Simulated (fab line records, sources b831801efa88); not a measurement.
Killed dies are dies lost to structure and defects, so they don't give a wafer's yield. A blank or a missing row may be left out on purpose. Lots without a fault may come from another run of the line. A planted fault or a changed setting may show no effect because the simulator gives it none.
Which tool did it? | flow sky130 | 14 lots, 42 wafers sampled, at 2 steps of a route of 708

WHAT THE GAUGES READ, wafer by wafer
The record holds no reading of a measuring or inspecting step that can be judged against a usual standard deviation.

WHICH TOOL RAN EACH LOT (tool, then ch and the chambers of the sampled wafers, then the start)
lot  | SKY_SONOS_ONO_WET_ETCH_18       | SKY_PAD_OPEN_PROBE_99
L503 | wet_bench-03 ch 0, day 12 18:34 | -
L504 | wet_bench-01 ch 1, day 13 09:44 | -
L505 | wet_bench-02 ch 1, day 14 00:01 | -
L506 | wet_bench-02 ch 0, day 14 00:40 | -
L511 | wet_bench-03 ch 0, day 15 09:37 | prober-01, day 48 01:11
L512 | wet_bench-01 ch 2, day 15 17:37 | -
L513 | wet_bench-03 ch 3, day 16 02:07 | -
L514 | wet_bench-01 ch 0, day 16 10:31 | prober-02, day 49 12:01
L515 | wet_bench-01 ch 0, day 16 19:01 | prober-02, day 49 12:13
L518 | wet_bench-01 ch 1, day 18 03:22 | prober-02, day 49 18:52
L519 | wet_bench-03 ch 2, day 18 03:45 | -
L520 | wet_bench-02 ch 1, day 18 15:12 | prober-01, day 49 21:25
L524 | wet_bench-02 ch 1, day 20 00:29 | -
L526 | wet_bench-03 ch 0, day 20 11:45 | -
- SKY_SONOS_ONO_WET_ETCH_18: etches Si3N4 in H3PO4, target depth 15 nm, time 172 s.
- SKY_PAD_OPEN_PROBE_99

WHAT THE TOOLS THEMSELVES READ (means of the sampled wafers that have a number; where no wafer has one, the mark that the record gives instead)
SKY_SONOS_ONO_WET_ETCH_18.
lot  | tool         | run_length_s (s)
L503 | wet_bench-03 | 198
L504 | wet_bench-01 | 196
L505 | wet_bench-02 | 198
L506 | wet_bench-02 | 198
L511 | wet_bench-03 | 198
L512 | wet_bench-01 | 197
L513 | wet_bench-03 | 204
L514 | wet_bench-01 | 196
L515 | wet_bench-01 | 220
L518 | wet_bench-01 | 221
L519 | wet_bench-03 | 204
L520 | wet_bench-02 | 205
L524 | wet_bench-02 | 206
L526 | wet_bench-03 | 198

SKY_PAD_OPEN_PROBE_99.
lot  | tool      | killed_at_M0_to_M3 | killed_at_M4_up | killed_at_contacts | killed_at_front_end | killed_at_other | killed_dies | killed_open | killed_short
L511 | prober-01 | 39                 | 3.3             | 24                 | 17                  | 0.0             | 84          | 49          | 34
L514 | prober-02 | 41                 | 4.7             | 22                 | 15                  | 0.3             | 83          | 46          | 37
L515 | prober-02 | 33                 | 4.0             | 25                 | 16                  | 0.0             | 77          | 43          | 34
L518 | prober-02 | 42                 | 4.3             | 25                 | 14                  | 0.3             | 86          | 45          | 41
L520 | prober-01 | 48                 | 4.0             | 20                 | 18                  | 0.0             | 90          | 48          | 42

THE ANSWER, worked out from the rows above alone
Rule: what is usual is taken from the lots themselves. Put in order of their means at a reading, lots are off if they are a third of the lots or fewer, leave a main group of 4 or more, and stand apart from it by a gap of 3 or more times the standard deviation of the main group's means; of several such gaps the widest counts. A main group whose means are all the same, to the digits that the tables above print for the reading, isn't used. A lot without any number at a reading at which 4 lots or more have one is off too. The other lots that the step has rows for count as sound. The gauges are gone through in route order, then the tools' own readings, and for those a lot's mean is taken as printed above. The first step at which some lot is off is used, and at that step the reading that is off furthest; a lot without a number counts as furthest.
Off: L515, L518, at SKY_SONOS_ONO_WET_ETCH_18 (run_length_s). The main group: mean 200 s, standard deviation 3.6.
A tool fits if, at that step or a process step before it, it ran every lot that is off, and no sound lot after the first of them. One fits: wet_bench-01 at SKY_SONOS_ONO_WET_ETCH_18. Its last sound lot is L514 (day 16 10:31), its first lot that is off L515 (day 16 19:01): a fault that began between those two fits.
The tool's own readings at SKY_SONOS_ONO_WET_ETCH_18 bear it out: on the lots that are off they differ by more than 5 times the standard deviation of the sound lots' means. run_length_s reads 220 s there against 200 s on the sound lots.

WHAT THE SIMULATOR HAD PUT IN
Process parameter drift: wet_bench-01, from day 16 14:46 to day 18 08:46, at SKY_SONOS_ONO_WET_ETCH_18. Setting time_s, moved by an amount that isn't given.
Lots struck among those shown: L515, L518. The rule above found the same.
